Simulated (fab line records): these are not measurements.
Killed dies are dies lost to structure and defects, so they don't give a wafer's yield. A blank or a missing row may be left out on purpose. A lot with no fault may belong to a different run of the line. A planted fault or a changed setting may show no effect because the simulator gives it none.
fab line records | flow gf180mcu
record lots=13 wafers=39 last-day=34
route steps=602 shown STI@13 NWELL@52 LVPWELL@64 MVSD@73
lots that met no fault: from a run of the same line without faults
start-h: start of the lot's first displayed wafer, in hours after the record's first day | wait-h: hours from the lot's prior step to this one | " same as the row above | L1.1+2: a row that stands for several wafers | - either no value or no given start | * or withheld: withheld | < > ~ a bound
route shown NAME@n: NAME is a module with steps in the file, n the number in the route of the first one | usual: the fault-free wafers' mean and standard deviation | same: alike in all rows | chamber/n: place in a boat | sites: per-site readings | _std_site: standard deviation of those values | _edge_site: mean of outer sites minus mean of inner sites | radius-mm: how far each site lies from the wafer's centre | mask NAME#n: copy n | behind: the tool/chamber that last shaped the wafer | hold: why the lot was held/for how many hours/how that ended | device: transistor that didn't switch, given as n, p or np | end of line: tests of these same wafers at the route's end | a step given without rows: its recipe and nothing more | killed: dies that structure and defects cost at the first sort, which is not the same as the wafer's yield | map: the dies of a wafer, with x for killed, . for not killed, _ for no die there
set.NAME: setting as actually run; set.NAME@STEP: the setting as run at that earlier step | model.NAME: the simulator's own value behind a step, which no gauge read
steps of the route over a sample of lots; a table a step, a row a wafer
services: a tool's chamber out of use, with start hour (start-h, from the record's first day; less than 0 if before it), hours out, and reason
## steps
# step GF_STI_CD_MEAS_12
# recipe target-cd-nm=220
# usual cd-nm=220.2/1.2
# columns lot.wafer tool chamber start-h wait-h cd-nm
L493.3 cd-sem-02 - 35.46 0.1 218.9
L493.5 " - " " 218.3
L493.6 " - " " 218.9
L494.4 cd-sem-02 - 41.43 0.1 218.0
L494.5 " - " " 218.7
L494.6 " - " " 218.5
L495.1 cd-sem-02 - 46.07 0.1 220.9
L495.2 " - " " 221.2
L495.3 " - " " 221.5
L496.2 cd-sem-01 - 50.77 0.1 221.1
L496.4 " - " " 220.1
L496.5 " - " " 220.9
L497.1 cd-sem-02 - 59.30 0.1 220.4
L497.3 " - " " 220.4
L497.4 " - " " 220.8
L500.3 cd-sem-02 - 75.34 0.1 220.1
L500.4 " - " " 219.6
L500.5 " - " " 219.9
L501.2 cd-sem-01 - 81.02 0.1 219.3
L501.4 " - " " 219.6
L501.6 " - " " 220.4
L504.4 cd-sem-01 - 93.67 0.1 220.4
L504.5 " - " " 221.0
L504.6 " - " " 218.8
L509.1 cd-sem-02 - 118.17 0.1 219.6
L509.4 " - " " 220.3
L509.5 " - " " 220.8
L510.4 cd-sem-01 - 124.03 0.1 220.2
L510.5 " - " " 220.5
L510.6 " - " " 221.0
L512.1 cd-sem-02 - 133.96 0.1 221.8
L512.4 " - " " 222.9
L512.6 " - " " 223.1
L513.2 cd-sem-01 - 139.62 0.1 220.6
L513.4 " - " " 220.8
L513.6 " - " " 219.7
L514.1 cd-sem-02 - 145.37 0.1 221.6
L514.2 " - " " 220.2
L514.5 " - " " 219.9
# step GF_STI_THK_MEAS_30
# recipe reads=SiO2_of_STI_OXIDATION_29
# usual STI_OXIDATION_02_THK=9.93/0.18
# columns lot.wafer tool chamber start-h wait-h STI_OXIDATION_02_THK[nm]
L493.3 film-metro-02 - 40.15 0.0 9.88
L493.5 " - " " 9.96
L493.6 " - " " 9.87
L495.1 film-metro-03 - 55.44 0.0 9.72
L495.2 " - " " 9.80
L495.3 " - " " 9.80
L494.4 film-metro-02 - 55.47 0.0 10.10
L494.5 " - " " 9.95
L494.6 " - " " 10.00
L496.2 film-metro-02 - 63.61 0.0 10.39
L496.4 " - " " 10.35
L496.5 " - " " 10.50
L497.1 film-metro-04 - 72.90 0.0 10.07
L497.3 " - " " 9.67
L497.4 " - " " 10.03
L500.3 film-metro-02 - 86.20 0.0 9.80
L500.4 " - " " 9.86
L500.5 " - " " 10.00
L501.2 film-metro-04 - 90.42 0.0 9.79
L501.4 " - " " 9.88
L501.6 " - " " 9.75
L504.4 film-metro-03 - 98.83 0.0 9.75
L504.5 " - " " 9.68
L504.6 " - " " 9.79
L509.1 film-metro-02 - 124.26 0.0 9.91
L509.4 " - " " 9.96
L509.5 " - " " 9.81
L510.4 film-metro-03 - 129.81 0.0 10.04
L510.5 " - " " 10.04
L510.6 " - " " 10.08
L512.1 film-metro-04 - 138.69 0.0 9.73
L512.4 " - " " 9.87
L512.6 " - " " 9.69
L513.2 film-metro-02 - 144.70 0.0 9.95
L513.4 " - " " 10.10
L513.6 " - " " 10.18
L514.1 film-metro-02 - 149.86 0.0 9.95
L514.2 " - " " 9.83
L514.5 " - " " 9.79
# step GF_NWELL_STRIP_10
# recipe chemistry=O2/N2 power-w=1400 pressure-mtorr=1500 platen-temp-c=250 o2-flow-sccm=3000 n2-flow-sccm=300 overash-fraction=0.5
# usual drypump-motor-current-A=6.0/0.47 heater-power-w=348/28 oes-product-au=0.722/0.0046 platen-temp-c=250.04/0.18 strip-time-to-endpoint-s=37.00/0.11
# columns lot.wafer tool chamber start-h wait-h drypump-motor-current-A heater-power-w oes-product-au platen-temp-c rf-hours-counter-h strip-time-to-endpoint-s
L493.3 plasma-asher-03 1 64.79 0.1 5.8 321 0.725 250.05 - 36.78
L493.5 " 1 " " 5.8 325 0.723 250.00 - 36.75
L493.6 " 0 " " 5.9 350 0.725 250.05 - 36.94
L495.1 plasma-asher-01 1 80.51 0.1 6.1 360 0.718 249.93 29 37.02
L495.2 " 0 " " 5.6 289 0.727 250.11 29 36.90
L495.3 " 1 " " 6.1 369 0.723 250.33 - 37.08
L494.4 plasma-asher-03 1 81.13 0.1 5.8 316 0.720 250.01 - 37.03
L494.5 " 0 " " 5.9 346 0.724 249.90 - 37.11
L494.6 " 1 " " 5.8 316 0.727 250.17 - 37.00
L496.2 plasma-asher-01 1 89.18 0.1 6.1 368 0.717 249.85 30 37.01
L496.4 " 1 " " 6.1 366 0.719 249.70 - 37.05
L496.5 " 0 " " 5.6 291 0.721 249.83 - 37.00
L497.1 plasma-asher-02 0 99.39 0.1 5.4 340 0.713 250.27 45 36.98
L497.3 " 0 " " 5.4 347 0.728 250.10 - 36.97
L497.4 " 1 " " 6.8 388 0.722 249.78 - 37.03
L500.3 plasma-asher-01 0 114.62 0.1 5.6 300 0.718 249.62 - 36.99
L500.4 " 1 " " 6.1 369 0.723 250.04 - 37.05
L500.5 " 1 " " 6.1 369 0.725 250.01 - 36.95
L501.2 plasma-asher-03 0 118.90 0.1 5.9 358 0.727 250.00 0 36.96
L501.4 " 1 " " 5.8 323 0.721 250.16 - 37.00
L501.6 " 0 " " 5.9 342 0.724 249.98 - 36.98
L504.4 plasma-asher-02 0 128.78 0.1 5.4 350 0.965 249.95 - -
L504.5 " 0 " " 5.4 342 0.964 250.05 - -
L504.6 " 1 " " 6.8 401 0.958 250.12 - -
L509.1 plasma-asher-03 0 155.24 0.1 5.9 358 0.719 249.94 5 37.01
L509.4 " 1 " " 5.8 322 0.730 250.23 - 36.97
L509.5 " 0 " " 5.9 343 0.730 250.06 - 37.06
L510.4 plasma-asher-03 1 161.03 0.1 5.8 317 0.724 249.70 - 37.16
L510.5 " 0 " " 5.9 342 0.721 250.21 - 37.09
L510.6 " 1 " " 5.8 328 0.722 249.87 - 37.15
L512.1 plasma-asher-03 0 170.35 0.1 5.9 348 0.720 250.35 7 36.97
L512.4 " 1 " " 5.9 324 0.726 250.00 - 36.89
L512.6 " 0 " " 5.9 350 0.721 250.31 - 37.02
L513.2 plasma-asher-03 1 177.11 0.1 5.8 322 0.728 249.84 8 36.94
L513.4 " 1 " " 5.8 327 0.723 250.05 - 36.97
L513.6 " 0 " " 5.9 351 0.723 250.40 - 36.95
L514.1 plasma-asher-02 0 182.19 0.1 5.4 341 0.722 249.92 56 37.10
L514.2 " 1 " " 6.8 396 0.722 249.91 56 37.02
L514.5 " 1 " " 6.8 395 0.715 249.87 - 37.00
# step GF_LVPWELL_STRIP_10
# recipe chemistry=O2/N2 power-w=1400 pressure-mtorr=1500 platen-temp-c=250 o2-flow-sccm=3000 n2-flow-sccm=300 overash-fraction=0.5
# usual drypump-motor-current-A=5.6/0.59 heater-power-w=334/35 oes-product-au=0.723/0.0048 platen-temp-c=250.00/0.17 strip-time-to-endpoint-s=36.97/0.096
# columns lot.wafer tool chamber start-h wait-h drypump-motor-current-A heater-power-w oes-product-au platen-temp-c rf-hours-counter-h strip-time-to-endpoint-s
L493.3 plasma-asher-04 0 77.39 0.1 5.2 308 0.725 250.04 - 36.91
L493.5 " 1 " " 5.2 304 0.723 249.94 - 37.04
L493.6 " 0 " " 5.2 309 0.721 250.30 - 36.95
L495.1 plasma-asher-02 1 93.24 0.1 6.8 385 0.730 249.79 45 36.97
L495.2 " 0 " " 5.4 342 0.716 249.49 45 37.07
L495.3 " 1 " " 6.8 389 0.719 249.95 - 37.06
L494.4 plasma-asher-01 0 93.99 0.1 5.6 293 0.726 250.12 - 36.99
L494.5 " 0 " " 5.6 301 0.720 249.87 - 37.03
L494.6 " 1 " " 6.1 373 0.716 250.05 - 37.01
L496.2 plasma-asher-04 1 103.29 0.1 5.2 309 0.719 250.21 40 36.86
L496.4 " 0 " " 5.2 310 0.723 249.81 - 36.73
L496.5 " 1 " " 5.2 305 0.733 250.22 - 36.86
L497.1 plasma-asher-01 0 114.49 0.1 5.6 293 0.723 249.91 33 37.01
L497.3 " 1 " " 6.1 358 0.721 249.89 - 37.02
L497.4 " 0 " " 5.6 292 0.733 250.06 - 37.14
L500.3 plasma-asher-02 1 129.69 0.1 6.8 394 0.724 250.02 - 36.93
L500.4 " 0 " " 5.4 350 0.720 249.91 - 36.94
L500.5 " 0 " " 5.4 351 0.732 249.99 - 37.10
L501.2 plasma-asher-04 1 134.44 0.1 5.3 305 0.719 250.13 44 37.04
L501.4 " 0 " " 5.2 308 0.727 250.05 - 36.99
L501.6 " 1 " " 5.3 301 0.726 249.80 - 36.91
L504.4 plasma-asher-02 0 144.18 0.1 5.4 343 0.728 249.93 - 46.59
L504.5 " 1 " " 6.8 399 0.731 249.86 - 46.62
L504.6 " 0 " " 5.4 352 0.728 250.04 - 46.66
L509.1 plasma-asher-04 1 171.49 0.1 5.3 302 0.721 249.98 49 36.95
L509.4 " 0 " " 5.2 315 0.720 250.36 - 36.95
L509.5 " 0 " " 5.2 313 0.731 250.38 - 36.83
L510.4 plasma-asher-02 0 176.77 0.1 5.4 352 0.719 250.09 - 36.98
L510.5 " 1 " " 6.8 397 0.724 250.16 - 37.02
L510.6 " 0 " " 5.4 345 0.722 250.09 - 37.11
L512.1 plasma-asher-02 1 187.34 0.1 6.8 399 0.726 250.17 56 37.03
L512.4 " 1 " " 6.7 383 0.724 250.05 - 37.06
L512.6 " 1 " " 6.7 391 0.721 249.95 - 37.04
L513.2 plasma-asher-04 0 194.29 0.1 5.2 310 0.718 249.78 51 36.78
L513.4 " 0 " " 5.2 311 0.722 250.12 - 36.95
L513.6 " 1 " " 5.2 297 0.716 250.05 - 37.01
L514.1 plasma-asher-04 1 198.89 0.1 5.3 305 0.726 250.22 52 36.94
L514.2 " 0 " " 5.2 308 0.711 249.79 52 36.92
L514.5 " 1 " " 5.3 298 0.719 250.24 - 36.92
# step GF_LVPWELL_TW_MEAS_11
# usual LVPWELL_TW=553/7
# columns lot.wafer tool chamber start-h wait-h hold LVPWELL_TW
L493.3 film-metro-03 - 77.48 0.1 - 559
L493.5 " - " " - 567
L493.6 " - " " - 563
L495.1 film-metro-01 - 93.34 0.1 - 544
L495.2 " - " " - 546
L495.3 " - " " - 543
L494.4 film-metro-04 - 94.09 0.1 - 562
L494.5 " - " " - 559
L494.6 " - " " - 560
L496.2 film-metro-04 - 103.40 0.1 - 558
L496.4 " - " " - 558
L496.5 " - " " - 555
L497.1 film-metro-01 - 114.59 0.1 - 552
L497.3 " - " " - 546
L497.4 " - " " - 551
L500.3 film-metro-01 - 129.77 0.1 - 550
L500.4 " - " " - 548
L500.5 " - " " - 549
L501.2 film-metro-04 - 134.55 0.1 - 557
L501.4 " - " " - 557
L501.6 " - " " - 558
L504.4 film-metro-04 - 144.27 0.1 await-dispo/0.2h/release 454
L504.5 " - " " await-dispo/0.2h/release 453
L504.6 " - " " await-dispo/0.2h/release 453
L504.4 film-metro-04 - 144.50 0.2 - 454
L504.5 " - " " - 450
L504.6 " - " " - 452
L509.1 film-metro-04 - 171.59 0.1 - 562
L509.4 " - " " - 564
L509.5 " - " " - 561
L510.4 film-metro-01 - 176.87 0.1 - 547
L510.5 " - " " - 548
L510.6 " - " " - 546
L512.1 film-metro-01 - 187.44 0.1 - 548
L512.4 " - " " - 545
L512.6 " - " " - 547
L513.2 film-metro-04 - 194.40 0.1 - 558
L513.4 " - " " - 557
L513.6 " - " " - 563
L514.1 film-metro-01 - 198.99 0.1 - 545
L514.2 " - " " - 546
L514.5 " - " " - 548
# step GF_MVSD_OVL_MEAS_07
# usual MVSD_OVL=-0.8/1.3
# columns lot.wafer tool chamber start-h wait-h MVSD_OVL[nm]
L493.3 overlay-01 - 90.22 - 0.1
L493.5 " - " " -0.9
L493.6 " - " " -0.9
L495.1 overlay-01 - 107.42 - -2.1
L495.2 " - " " -2.9
L495.3 " - " " -1.5
L494.4 overlay-02 - 108.14 - -1.0
L494.5 " - " " -0.2
L494.6 " - " " -2.2
L496.2 overlay-02 - 117.26 - -0.1
L496.4 " - " " -0.2
L496.5 " - " " 0.6
L497.1 overlay-01 - 129.00 - -0.8
L497.3 " - " " -0.6
L497.4 " - " " 0.5
L500.3 overlay-01 - 145.41 - -1.9
L500.4 " - " " -0.8
L500.5 " - " " 0.2
L501.2 overlay-01 - 149.51 - -2.6
L501.4 " - " " -2.4
L501.6 " - " " -3.2
L504.4 overlay-02 - 159.77 - -1.1
L504.5 " - " " -0.2
L504.6 " - " " 0.5
L509.1 overlay-01 - 187.72 - 0.2
L509.4 " - " " -1.1
L509.5 " - " " -0.3
L510.4 overlay-02 - 193.48 - -1.0
L510.5 " - " " -0.2
L510.6 " - " " 0.3
L512.1 overlay-01 - 203.97 - -2.1
L512.4 " - " " -1.8
L512.6 " - " " -1.1
L513.2 overlay-02 - 211.52 - -1.7
L513.4 " - " " -1.8
L513.6 " - " " -0.8
L514.1 overlay-01 - 215.92 - -1.0
L514.2 " - " " -0.2
L514.5 " - " " -1.7
## services
# columns tool chamber start-h hours kind
plasma-asher-03 - 46.59 4.1 repair
plasma-asher-02 - 51.21 2.8 repair
plasma-asher-04 - 61.05 2.8 pm
plasma-asher-02 - 73.50 2.8 pm
plasma-asher-04 - 85.24 10.1 repair
plasma-asher-01 - 96.24 3.6 repair
plasma-asher-03 - 108.75 9.0 pm
plasma-asher-03 0 108.75 9.0 vent-cycle
plasma-asher-03 1 108.75 9.0 vent-cycle
plasma-asher-03 0 117.75 - clean
plasma-asher-03 1 117.75 - clean
plasma-asher-01 - 121.85 53.3 repair
plasma-asher-03 - 129.35 1.6 repair
## key
first-sign step=GF_NWELL_STRIP_10 reading=oes-product-au direction=up sigmas=52 usual=0.722 struck=0.962
effect step=GF_LVPWELL_STRIP_10 reading=strip-time-to-endpoint-s direction=up sigmas=99+ usual=* struck=*
effect step=GF_LVPWELL_TW_MEAS_11 reading=visit direction=added
effect step=GF_LVPWELL_TW_MEAS_11 reading=LVPWELL_TW direction=down sigmas=14 usual=553 struck=453
met-at GF_NWELL_STRIP_10
struck-lots L504
sort-left-out L504.4,L504.5,L504.6
tester-left-out L504
not-acting-at GF_STI_CD_MEAS_12,GF_STI_THK_MEAS_30,GF_MVSD_OVL_MEAS_07
onset-between 99.39 128.78
fault kind=strip-aborted tool=plasma-asher-02 chamber=- onset-h=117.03 steps=GF_NWELL_STRIP_10 offset=0.50865 end-h=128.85
# tester-left-out: of these lots the tester's yield and bins aren't shown, on N5 and GAA mostly nor the transistor test; their killed dies are dies lost to structure and defects alone, not to doping, threshold or leakage, so they don't give the yield
# sort-left-out: the simulated sort isn't trusted on such a fault, so these wafers' sort isn't shown, and their yield isn't known
